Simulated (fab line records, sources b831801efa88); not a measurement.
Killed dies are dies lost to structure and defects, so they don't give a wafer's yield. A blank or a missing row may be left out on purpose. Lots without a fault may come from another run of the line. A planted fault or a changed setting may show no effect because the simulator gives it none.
Problem report in the 8D (eight disciplines) form, filled by code | flow gf180mcu | the parts of the form that need people (team, actions taken, sign-off) are left out

1. THE PROBLEM
run_length_s at GF_STI_WET_ETCH_17 reads a mean of 868 s on 6 wafers of 2 lots; wafers without a fault read 541 s with a standard deviation of 3.2. That is +99 or more standard deviations from the usual mean.
The step: etches Si3N4 in H3PO4, target depth 45 nm, time 514 s.
First seen on wafer L686.1, day 5 11:59, on wet_bench-02. The record holds 18 wafers of 6 lots with a number at this step. Rule for "out", or "out of limits": more than 4 standard deviations from the usual mean. The other wafers with a number count as sound.

2. WHAT IT IS AND WHAT IT IS NOT
question                    | is                     | is not
which readings at this step | run_length_s           | -
which lots                  | L686, L687             | L672, L676, L692, L693
which wafers of those lots  | all that have a number | -
read on which tools         | wet_bench-02           | wet_bench-03
when                        | from day 5 11:59       | up to then (6 sound wafers); but 6 sound wafers of L692, L693 came after

3. SUSPECTS, AND WHAT RULES EACH OUT
Counting: a tool at a process step up to the reading stays a suspect if it ran every lot that is out and no sound lot after the first of them.
- wet_bench-02 at GF_STI_WET_ETCH_17 (etches Si3N4 in H3PO4, target depth 45 nm, time 514 s): kept. It ran every lot that is out, first L686 (day 5 11:59), and no sound lot after that; its last sound lot up to then is L676 (day 3 08:22). Its own readings are out on those wafers: run_length_s.
Left after counting: wet_bench-02 at GF_STI_WET_ETCH_17.

4. THE CAUSE (what the simulator had put in)
Process parameter drift: wet_bench-02, from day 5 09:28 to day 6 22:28, at GF_STI_WET_ETCH_17. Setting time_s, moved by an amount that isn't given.
Counting left only this tool.

5. THE CHAIN OF EFFECTS, in route order
Each row: a reading whose mean over the struck wafers that have a number lies more than 3 standard deviations from the usual. Only readings for which the record gives a usual standard deviation are gone through. hours: the time from each lot's start at the first step in this table that gives one to its start at this step, as a median over the lots. sigmas: the change in usual standard deviations.
hours | step               | reading      | usual | on struck wafers | change | sigmas
0     | GF_STI_WET_ETCH_17 | run_length_s | 541 s | 868              | +326   | +99 or more
The process steps in it:
- GF_STI_WET_ETCH_17: etches Si3N4 in H3PO4, target depth 45 nm, time 514 s.
Later measuring or inspecting steps at which every struck wafer that the step has a row for has a number for every such reading, and none has moved that far: GF_STI_THK_MEAS_22, GF_STI_THK_MEAS_24.

6. WHAT WOULD HAVE CAUGHT IT SOONER
In this record the first reading out of limits was taken at day 5 11:59, 3 hours after the fault began at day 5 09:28.
